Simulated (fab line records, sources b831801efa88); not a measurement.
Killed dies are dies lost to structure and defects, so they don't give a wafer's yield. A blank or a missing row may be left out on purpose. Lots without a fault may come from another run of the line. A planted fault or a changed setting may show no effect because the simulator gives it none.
fab line records | flow sky130 | part 1 of 2: steps 1 to 29 of 42
record lots=5 wafers=15 last_day=49
route steps=708 shown CAPM@544 METAL3@555 VIA3@573
lots that met no fault: from a run of the same line without faults
start_h: hours from the record's first day to the start of the lot's first wafer shown | wait_h: hours since the lot's step before | " the same as in the row above | L1.1+2: a row that stands for several wafers | - no value, or no start given | * or withheld: withheld | < > ~ a bound
route shown NAME@n: a module of which the file shows steps, and the number in the route of the first | usual: mean/standard deviation of fault-free wafers | same: alike in all rows | chamber/n: place in a boat | sites: the reading at each site | _std_site: their standard deviation | _edge_site: outer sites' mean less inner sites' | radius_mm: how far each site lies from the wafer's centre | mask NAME#n: copy n | behind: the tool/chamber that last shaped the wafer | hold: why the lot was held/for how many hours/how that ended | device: the transistor (n, p or np) that didn't switch | end of line: the same wafers' tests at the end of the route | a step without rows: its recipe alone | killed: dies lost to structure and defects at the first sort, not the wafer's yield | map: a wafer's dies, x killed, . not, _ none there
set.NAME: the setting as run; set.NAME@STEP: as run at that earlier step | model.NAME: the simulator's own value behind a step, which no gauge read
lots at some steps of the route; a table a step, a row a wafer
services: from which hour (start_h, from the record's first day; less than 0 if before it) a tool's chamber was out of use, for how many hours, and why
## steps
# step SKY_CAPM_COAT_07
# recipe resist=NOVOLAK spin_rpm=3000 resist_thk_nm=1140
# columns lot.wafer tool chamber start_h wait_h
L076.1+2+5 litho_track-01 0 875.45 0.1
L078.4+5+6 litho_track-03 0 891.74 0.1
L080.1+4+5 litho_track-03 0 916.31 0.1
L081.1+2+5 litho_track-01 0 918.45 0.1
L094.2+3+6 litho_track-01 0 1003.43 0.1
# step SKY_CAPM_SOFTBAKE_08
# recipe temp_c=90 time_s=60 resist=NOVOLAK
# usual plate_temp_C=90.00/0.14
# columns lot.wafer tool chamber start_h wait_h plate_temp_C
L076.1 litho_track-01 0 875.60 0.1 89.86
L076.2 " 0 " " 90.03
L076.5 " 0 " " 90.08
L078.4 litho_track-03 0 891.89 0.1 90.06
L078.5 " 0 " " 89.70
L078.6 " 0 " " 89.98
L080.1 litho_track-03 0 916.46 0.1 90.10
L080.4 " 0 " " 89.96
L080.5 " 0 " " 90.07
L081.1 litho_track-01 0 918.60 0.1 89.95
L081.2 " 0 " " 89.95
L081.5 " 0 " " 89.88
L094.2 litho_track-01 0 1003.58 0.1 89.98
L094.3 " 0 " " 89.79
L094.6 " 0 " " 90.01
# step SKY_CAPM_EXPOSE_09
# recipe mask_id=CAPM na=0.6 source_shape=conventional sigma_outer=0.6 polarization=unpolarized target_cd_nm=1000 dose_mj=159
# columns lot.wafer tool chamber start_h wait_h mask
L076.1+2+5 iline_stepper-01 0 - - CAPM#0
L078.4+5+6 iline_stepper-02 0 - - CAPM#0
L080.1+4+5 iline_stepper-01 0 - - CAPM#0
L081.1+2+5 iline_stepper-02 0 - - CAPM#0
L094.2+3+6 iline_stepper-02 0 - - CAPM#0
# step SKY_CAPM_PEB_10
# recipe temp_c=withheld time_s=* resist=NOVOLAK
# columns lot.wafer tool chamber start_h wait_h
L076.1+2+5 litho_track-04 0 - -
L078.4+5+6 litho_track-03 0 - -
L080.1+4+5 litho_track-01 0 - -
L081.1+2+5 litho_track-01 0 - -
L094.2+3+6 litho_track-04 0 - -
# step SKY_CAPM_DEVELOP_11
# recipe resist=NOVOLAK developer=TMAH develop_time_s=60 dev_temp_c=23
# columns lot.wafer tool chamber start_h wait_h
L076.1+2+5 litho_track-04 0 887.80 0.1
L078.4+5+6 litho_track-03 0 904.69 0.1
L080.1+4+5 litho_track-01 0 928.50 0.1
L081.1+2+5 litho_track-01 0 930.55 0.1
L094.2+3+6 litho_track-04 0 1015.28 0.1
# step SKY_CAPM_OVL_MEAS_12
# usual CAPM_OVL=-0.5/1.3
# columns lot.wafer tool chamber start_h wait_h CAPM_OVL[nm]
L076.1 overlay-01 - 887.95 0.1 0.5
L076.2 " - " " 0.6
L076.5 " - " " -1.0
L078.4 overlay-01 - 904.78 0.1 0.4
L078.5 " - " " -0.5
L078.6 " - " " -0.6
L080.1 overlay-01 - 928.65 0.1 -3.3
L080.4 " - " " -2.7
L080.5 " - " " -2.8
L081.1 overlay-02 - 930.70 0.1 -2.1
L081.2 " - " " 0.1
L081.5 " - " " 1.2
L094.2 overlay-01 - 1015.41 0.1 0.3
L094.3 " - " " -1.4
L094.6 " - " " 0.6
# step SKY_CAPM_METAL_ETCH_13
# recipe target_depth_nm=220 stop_on=SiO2 chemistry=Cl2/BCl3 target=TiN pressure_mtorr=10 icp_w=900 bias_w=48.5 Cl2_flow_sccm=60 bcl3_flow_sccm=30 time_s=62.9
# usual drypump_motor_current_A=6.00/0.15 he_backside_leak_sccm=3.35/0.2 oes_product_au=0.943/0.008 throttle_valve_pct=21.901/0.011
# columns lot.wafer tool chamber start_h wait_h drypump_motor_current_A he_backside_leak_sccm oes_product_au rf_hours_counter_h throttle_valve_pct
L076.1 rie_metal-02 0 887.99 0.0 6.26 3.32 0.946 19 21.881
L076.2 " 1 " " 6.00 3.39 0.945 2 21.899
L076.5 " 0 " " 6.27 3.40 0.945 - 21.903
L078.4 rie_metal-03 1 904.83 0.0 5.80 3.71 0.935 - 21.910
L078.5 " 0 " " 6.00 3.30 0.935 - 21.920
L078.6 " 1 " " 5.83 3.47 0.933 - 21.893
L080.1 rie_metal-03 1 928.69 0.0 5.84 3.64 0.955 6 21.892
L080.4 " 0 " " 5.97 3.26 0.938 - 21.890
L080.5 " 1 " " 5.82 3.68 0.953 - 21.899
L081.1 rie_metal-03 0 930.74 0.0 6.01 3.09 0.956 6 21.889
L081.2 " 1 " " 5.79 3.63 0.938 6 21.922
L081.5 " 0 " " 5.99 3.09 0.943 - 21.903
L094.2 rie_metal-04 0 1015.44 0.0 5.97 3.20 0.949 14 21.893
L094.3 " 0 " " 5.96 2.90 0.947 - 21.888
L094.6 " 0 " " 5.95 3.26 0.939 - 21.915
# step SKY_CAPM_STRIP_14
# recipe chemistry=O2/N2 power_w=1400 pressure_mtorr=1500 platen_temp_c=withheld o2_flow_sccm=3000 n2_flow_sccm=300 overash_fraction=0.5
# usual drypump_motor_current_A=5.67/0.29 oes_product_au=0.710/0.0043 strip_time_to_endpoint_s=12.68/0.042
# columns lot.wafer tool chamber start_h wait_h drypump_motor_current_A oes_product_au rf_hours_counter_h strip_time_to_endpoint_s
L076.1 plasma_asher-04 1 888.06 0.1 6.00 0.713 45 12.73
L076.2 " 0 " " 5.73 0.715 45 12.76
L076.5 " 0 " " 5.73 0.711 - 12.72
L078.4 plasma_asher-01 1 904.91 0.1 5.50 0.713 - 12.69
L078.5 " 0 " " 5.32 0.712 - 12.69
L078.6 " 1 " " 5.47 0.715 - 12.66
L080.1 plasma_asher-01 0 928.76 0.1 5.27 0.706 18 12.66
L080.4 " 0 " " 5.27 0.707 - 12.71
L080.5 " 1 " " 5.51 0.701 - 12.64
L081.1 plasma_asher-04 0 930.81 0.1 5.72 0.713 50 12.65
L081.2 " 1 " " 5.96 0.716 50 12.66
L081.5 " 1 " " 5.97 0.707 - 12.69
L094.2 plasma_asher-01 0 1015.52 0.1 5.29 0.712 27 12.67
L094.3 " 1 " " 5.48 0.705 - 12.65
L094.6 " 1 " " 5.50 0.709 - 12.62
# step SKY_CAPM_STRIP_15
# recipe chemistry=post_etch_residue_remover time_s=1200 temp_c=72.5
# columns lot.wafer tool chamber start_h wait_h
L076.1+2+5 wet_bench-02 1 888.16 0.1
L078.4+5+6 wet_bench-04 1 904.98 0.0
L080.1+4+5 wet_bench-04 1 928.86 0.1
L081.1+2+5 wet_bench-02 0 930.91 0.1
L094.2+3+6 wet_bench-01 2 1015.62 0.1
# step SKY_CAPM_CLEAN_16
# recipe chemistry=IPA time_s=180 temp_c=25
# columns lot.wafer tool chamber start_h wait_h
L076.1+2+5 wet_bench-01 3 888.51 0.0
L078.4+5+6 wet_bench-02 3 905.38 0.0
L080.1+4+5 wet_bench-02 1 929.21 0.0
L081.1+2+5 wet_bench-01 2 931.29 0.0
L094.2+3+6 wet_bench-02 3 1015.96 0.0
# step SKY_CAPM_CLEAN_17
# recipe chemistry=O3/DIW dry=n2_spin
# columns lot.wafer tool chamber start_h wait_h
L076.1+2+5 wet_bench-02 2 888.56 0.0
L078.4+5+6 wet_bench-02 2 905.44 0.0
L080.1+4+5 wet_bench-01 1 929.27 0.0
L081.1+2+5 wet_bench-04 0 931.35 0.0
L094.2+3+6 wet_bench-01 0 1016.02 0.0
# step SKY_METAL3_DEHYDRATE_05
# recipe temp_c=200 time_s=60
# usual plate_temp_C=199.98/0.17
# columns lot.wafer tool chamber start_h wait_h plate_temp_C
L076.1 litho_track-04 0 900.70 12.0 199.78
L076.2 " 0 " " 199.94
L076.5 " 0 " " 199.95
L078.4 litho_track-04 0 917.13 11.6 200.08
L078.5 " 0 " " 200.35
L078.6 " 0 " " 200.24
L080.1 litho_track-02 0 941.42 12.1 199.97
L080.4 " 0 " " 199.94
L080.5 " 0 " " 199.88
L081.1 litho_track-04 0 943.60 12.2 199.65
L081.2 " 0 " " 200.10
L081.5 " 0 " " 199.91
L094.2 litho_track-03 0 1026.39 10.3 199.89
L094.3 " 0 " " 200.16
L094.6 " 0 " " 199.86
# step SKY_METAL3_HMDS_06
# recipe prime_time_s=60 prime_temp_c=120
# columns lot.wafer tool chamber start_h wait_h
L076.1+2+5 litho_track-04 0 900.85 0.1
L078.4+5+6 litho_track-04 0 917.28 0.1
L080.1+4+5 litho_track-02 0 941.57 0.1
L081.1+2+5 litho_track-04 0 943.75 0.1
L094.2+3+6 litho_track-03 0 1026.54 0.1
# step SKY_METAL3_COAT_07
# recipe resist=BARC temp_c=withheld time_s=withheld spin_rpm=3000 resist_thk_nm=60
# columns lot.wafer tool chamber start_h wait_h
L076.1+2+5 litho_track-04 0 901.00 0.1
L078.4+5+6 litho_track-04 0 917.43 0.1
L080.1+4+5 litho_track-02 0 941.72 0.1
L081.1+2+5 litho_track-04 0 943.90 0.1
L094.2+3+6 litho_track-03 0 1026.69 0.1
# step SKY_METAL3_COAT_08
# recipe resist=KrF-thick spin_rpm=3000 resist_thk_nm=1140
# columns lot.wafer tool chamber start_h wait_h
L076.1+2+5 litho_track-04 0 - -
L078.4+5+6 litho_track-04 0 - -
L080.1+4+5 litho_track-02 0 - -
L081.1+2+5 litho_track-04 0 - -
L094.2+3+6 litho_track-03 0 - -
# step SKY_METAL3_SOFTBAKE_09
# recipe temp_c=100 time_s=90 resist=KrF-thick
# usual plate_temp_C=100.01/0.14
# columns lot.wafer tool chamber start_h wait_h plate_temp_C
L076.1 litho_track-04 0 - - 99.96
L076.2 " 0 " " 99.90
L076.5 " 0 " " 100.17
L078.4 litho_track-04 0 - - 99.98
L078.5 " 0 " " 99.79
L078.6 " 0 " " 99.94
L080.1 litho_track-02 0 - - 99.97
L080.4 " 0 " " 100.31
L080.5 " 0 " " 100.33
L081.1 litho_track-04 0 - - 99.95
L081.2 " 0 " " 100.04
L081.5 " 0 " " 100.10
L094.2 litho_track-03 0 - - 100.24
L094.3 " 0 " " 100.09
L094.6 " 0 " " 100.24
# step SKY_METAL3_EXPOSE_10
# recipe mask_id=MM3 na=0.68 source_shape=annular sigma_inner=0.4 sigma_outer=0.8 target_cd_nm=300 dose_mj=28
# same sigma_inner=0.4
# columns lot.wafer tool chamber start_h wait_h mask
L076.1+2+5 krf_scanner-01 0 - - MM3#0
L078.4+5+6 krf_scanner-02 0 - - MM3#0
L080.1+4+5 krf_scanner-02 0 - - MM3#0
L081.1+2+5 krf_scanner-02 0 - - MM3#0
L094.2+3+6 krf_scanner-01 0 - - MM3#0
# step SKY_METAL3_PEB_11
# recipe peb_temp_c=withheld peb_time_s=withheld resist=KrF-thick
# columns lot.wafer tool chamber start_h wait_h
L076.1+2+5 litho_track-04 0 - -
L078.4+5+6 litho_track-02 0 - -
L080.1+4+5 litho_track-02 0 - -
L081.1+2+5 litho_track-02 0 - -
L094.2+3+6 litho_track-04 0 - -
# step SKY_METAL3_DEVELOP_12
# recipe develop_time_s=60 resist=KrF-thick dev_temp_c=21
# columns lot.wafer tool chamber start_h wait_h
L076.1+2+5 litho_track-04 0 - -
L078.4+5+6 litho_track-02 0 - -
L080.1+4+5 litho_track-02 0 - -
L081.1+2+5 litho_track-02 0 - -
L094.2+3+6 litho_track-04 0 - -
# step SKY_METAL3_CD_MEAS_13
# recipe target_cd_nm=300
# usual cd_nm=299.5/1.5
# columns lot.wafer tool chamber start_h wait_h cd_nm
L076.1 cd_sem-01 - 913.95 - 299.0
L076.2 " - " " 298.9
L076.5 " - " " 299.9
L078.4 cd_sem-02 - 930.08 - 303.0
L078.5 " - " " 301.3
L078.6 " - " " 302.6
L080.1 cd_sem-02 - 954.07 - 299.0
L080.4 " - " " 299.7
L080.5 " - " " 300.5
L081.1 cd_sem-01 - 956.47 - 300.2
L081.2 " - " " 298.6
L081.5 " - " " 300.8
L094.2 cd_sem-01 - 1038.72 - 299.9
L094.3 " - " " 300.5
L094.6 " - " " 299.8
# step SKY_METAL3_OVL_MEAS_14
# usual METAL3_OVL=-2/5.5
# columns lot.wafer tool chamber start_h wait_h METAL3_OVL[nm]
L076.1 overlay-02 - 914.07 0.1 -2
L076.2 " - " " 1
L076.5 " - " " -1
L078.4 overlay-02 - 930.16 0.1 6
L078.5 " - " " 2
L078.6 " - " " 11
L080.1 overlay-02 - 954.19 0.1 -1
L080.4 " - " " 9
L080.5 " - " " 9
L081.1 overlay-01 - 956.59 0.1 -6
L081.2 " - " " -4
L081.5 " - " " 5
L094.2 overlay-01 - 1038.83 0.1 6
L094.3 " - " " 2
L094.6 " - " " 0
# step SKY_METAL3_DESCUM_15
# recipe chemistry=O2 source_power_w=150 bias_power_w=0 pressure_mtorr=10 temp_c=40 time_s=8
# usual drypump_motor_current_A=5.9/0.34 he_backside_leak_sccm=3.38/0.28 oes_product_au=0.991/0.0083
# columns lot.wafer tool chamber start_h wait_h drypump_motor_current_A he_backside_leak_sccm oes_product_au rf_hours_counter_h
L076.1 rie_metal-01 0 914.11 0.0 5.1 3.28 1.019 9
L076.2 " 1 " " 6.0 3.54 0.997 2
L076.5 " 0 " " 5.1 3.32 0.993 -
L078.4 rie_metal-02 1 930.19 0.0 6.0 3.41 0.981 -
L078.5 " 0 " " 6.3 3.31 0.995 -
L078.6 " 1 " " 6.0 3.45 0.983 -
L080.1 rie_metal-01 1 954.23 0.0 6.0 3.69 0.996 4
L080.4 " 1 " " 6.0 3.68 0.992 -
L080.5 " 1 " " 6.0 3.50 0.990 -
L081.1 rie_metal-01 1 956.63 0.0 6.0 3.36 0.992 4
L081.2 " 0 " " 5.1 3.39 1.001 11
L081.5 " 0 " " 5.1 3.47 0.993 -
L094.2 rie_metal-04 1 1038.86 0.0 5.9 3.18 0.980 7
L094.3 " 1 " " 6.0 3.07 0.979 -
L094.6 " 1 " " 6.0 3.15 0.983 -
# step SKY_METAL3_ETCH_16
# recipe chemistry=N2/H2 target=BARC ion_energy_ev=200 bias_w=100 pressure_mtorr=30 n2_flow_sccm=100 h2_flow_sccm=200 icp_w=500 stop_on=SiO2 time_s=88.2 target_depth_a=600
# usual drypump_motor_current_A=5.9/0.34 he_backside_leak_sccm=3.4/0.33 oes_product_au=0.625/0.0047 throttle_valve_pct=13.205/0.0095
# columns lot.wafer tool chamber start_h wait_h drypump_motor_current_A he_backside_leak_sccm oes_product_au rf_hours_counter_h throttle_valve_pct
L076.1 rie_metal-01 0 914.14 0.0 5.1 3.6 0.624 9 13.216
L076.2 " 1 " " 6.0 3.5 0.631 2 13.205
L076.5 " 0 " " 5.1 3.5 0.627 - 13.196
L078.4 rie_metal-02 1 930.24 0.0 6.0 3.3 0.624 - 13.205
L078.5 " 0 " " 6.3 3.2 0.628 - 13.202
L078.6 " 1 " " 6.0 3.3 0.615 - 13.215
L080.1 rie_metal-01 1 954.26 0.0 6.0 3.7 0.622 4 13.200
L080.4 " 1 " " 6.0 3.4 0.634 - 13.204
L080.5 " 1 " " 6.0 3.4 0.627 - 13.207
L081.1 rie_metal-01 1 956.66 0.0 6.0 3.3 0.630 4 13.217
L081.2 " 0 " " 5.1 3.4 0.623 11 13.211
L081.5 " 0 " " 5.1 3.7 0.630 - 13.211
L094.2 rie_metal-04 1 1038.89 0.0 6.0 3.0 0.625 7 13.204
L094.3 " 1 " " 6.0 3.0 0.626 - 13.208
L094.6 " 1 " " 6.0 3.2 0.616 - 13.218
# step SKY_METAL3_ETCH_17
# recipe target=SiO2 stop_on=TiN chemistry=C4F8/O2/Ar source_w=1500 bias_w=1200 pressure_mtorr=40 c4f8_flow_sccm=withheld O2_flow_sccm=6 Ar_flow_sccm=300 time_s=3.9 target_depth_a=150
# usual oes_product_au=0.753/0.0069
# columns lot.wafer tool chamber start_h wait_h oes_product_au rf_hours_counter_h
L076.1 rie_diel-02 0 914.24 0.1 0.753 10
L076.2 " 3 " " 0.753 20
L076.5 " 2 " " 0.758 -
L078.4 rie_diel-01 0 930.31 0.0 0.757 11
L078.5 " 1 " " 0.748 -
L078.6 " 2 " " 0.759 -
L080.1 rie_diel-03 3 954.36 0.1 0.742 9
L080.4 " 1 " " 0.760 13
L080.5 " 2 " " 0.756 -
L081.1 rie_diel-01 1 956.76 0.1 0.750 9
L081.2 " 0 " " 0.759 12
L081.5 " 0 " " 0.751 -
L094.2 rie_diel-01 1 1038.99 0.1 0.760 11
L094.3 " 3 " " 0.754 6
L094.6 " 2 " " 0.761 -
# step SKY_METAL3_METAL_ETCH_18
# recipe target_depth_a=8450 stop_on=SiO2 over_etch_frac=0.3 time_s=183.1 chemistry=Cl2/BCl3 resist_sidewall_deg=88 pressure_mtorr=10 icp_w=900 bias_w=48.5 Cl2_flow_sccm=60 bcl3_flow_sccm=30
# usual drypump_motor_current_A=5.9/0.33 he_backside_leak_sccm=3.38/0.3 oes_product_au=0.867/0.0058 throttle_valve_pct=22.264/0.0092
# same over_etch_frac=0.3
# columns lot.wafer tool chamber start_h wait_h drypump_motor_current_A he_backside_leak_sccm oes_product_au rf_hours_counter_h throttle_valve_pct
L076.1 rie_metal-02 0 914.26 0.0 6.3 3.44 0.868 20 22.260
L076.2 " 1 " " 6.0 3.27 0.866 3 22.275
L076.5 " 1 " " 6.0 3.25 0.875 - 22.262
L078.4 rie_metal-04 1 930.39 0.1 6.0 3.11 0.865 - 22.248
L078.5 " 1 " " 5.9 3.04 0.862 - 22.250
L078.6 " 0 " " 5.9 3.54 0.868 - 22.261
L080.1 rie_metal-02 1 954.38 0.0 6.0 3.36 0.870 5 22.259
L080.4 " 0 " " 6.3 3.42 0.879 - 22.266
L080.5 " 0 " " 6.3 3.37 0.870 - 22.265
L081.1 rie_metal-04 1 956.78 0.0 6.0 3.18 0.864 2 22.266
L081.2 " 0 " " 5.9 3.64 0.865 12 22.259
L081.5 " 0 " " 5.9 3.54 0.865 - 22.274
L094.2 rie_metal-02 1 1039.01 0.0 6.0 3.35 0.862 12 22.287
L094.3 " 1 " " 6.0 3.38 0.868 - 22.261
L094.6 " 1 " " 6.0 3.46 0.865 - 22.271
# step SKY_METAL3_STRIP_19
# recipe chemistry=O2/N2 power_w=1400 pressure_mtorr=1500 platen_temp_c=withheld o2_flow_sccm=3000 n2_flow_sccm=300 overash_fraction=0.5
# usual drypump_motor_current_A=5.6/0.38 oes_product_au=0.504/0.0047 strip_time_to_endpoint_s=6.59/0.059
# columns lot.wafer tool chamber start_h wait_h drypump_motor_current_A oes_product_au rf_hours_counter_h strip_time_to_endpoint_s
L076.1 plasma_asher-04 0 914.43 0.1 5.7 0.499 48 6.58
L076.2 " 1 " " 6.0 0.509 48 6.59
L076.5 " 1 " " 6.0 0.507 - 6.63
L078.4 plasma_asher-04 0 930.54 0.1 5.7 0.511 - 6.56
L078.5 " 0 " " 5.7 0.501 - 6.55
L078.6 " 1 " " 6.0 0.495 - 6.51
L080.1 plasma_asher-04 1 954.56 0.1 6.0 0.509 52 6.67
L080.4 " 0 " " 5.7 0.501 - 6.55
L080.5 " 1 " " 6.0 0.505 - 6.58
L081.1 plasma_asher-01 0 956.96 0.1 5.3 0.516 21 6.72
L081.2 " 1 " " 5.5 0.508 21 6.64
L081.5 " 0 " " 5.3 0.503 - 6.69
L094.2 plasma_asher-04 1 1039.19 0.1 6.0 0.502 61 6.53
L094.3 " 1 " " 6.0 0.502 - 6.52
L094.6 " 0 " " 5.7 0.497 - 6.51
# step SKY_METAL3_STRIP_20
# recipe chemistry=post_etch_residue_remover time_s=1200 temp_c=72.5
# columns lot.wafer tool chamber start_h wait_h
L076.1+2+5 wet_bench-01 1 914.53 0.1
L078.4+5+6 wet_bench-03 1 930.61 0.0
L080.1+4+5 wet_bench-03 1 954.66 0.1
L081.1+2+5 wet_bench-03 3 957.06 0.1
L094.2+3+6 wet_bench-03 3 1039.29 0.1
# step SKY_METAL3_CLEAN_21
# recipe chemistry=IPA time_s=180 temp_c=25
# columns lot.wafer tool chamber start_h wait_h
L076.1+2+5 wet_bench-04 1 914.88 0.0
L078.4+5+6 wet_bench-01 0 930.95 0.0
L080.1+4+5 wet_bench-04 3 955.00 0.0
L081.1+2+5 wet_bench-01 2 957.40 0.0
L094.2+3+6 wet_bench-01 3 1039.63 0.0
# step SKY_METAL3_CLEAN_22
# recipe chemistry=O3/DIW dry=n2_spin
# columns lot.wafer tool chamber start_h wait_h
L076.1+2+5 wet_bench-01 0 914.94 0.0
L078.4+5+6 wet_bench-03 3 931.01 0.0
L080.1+4+5 wet_bench-03 2 955.06 0.0
L081.1+2+5 wet_bench-03 0 957.46 0.0
L094.2+3+6 wet_bench-03 1 1039.69 0.0
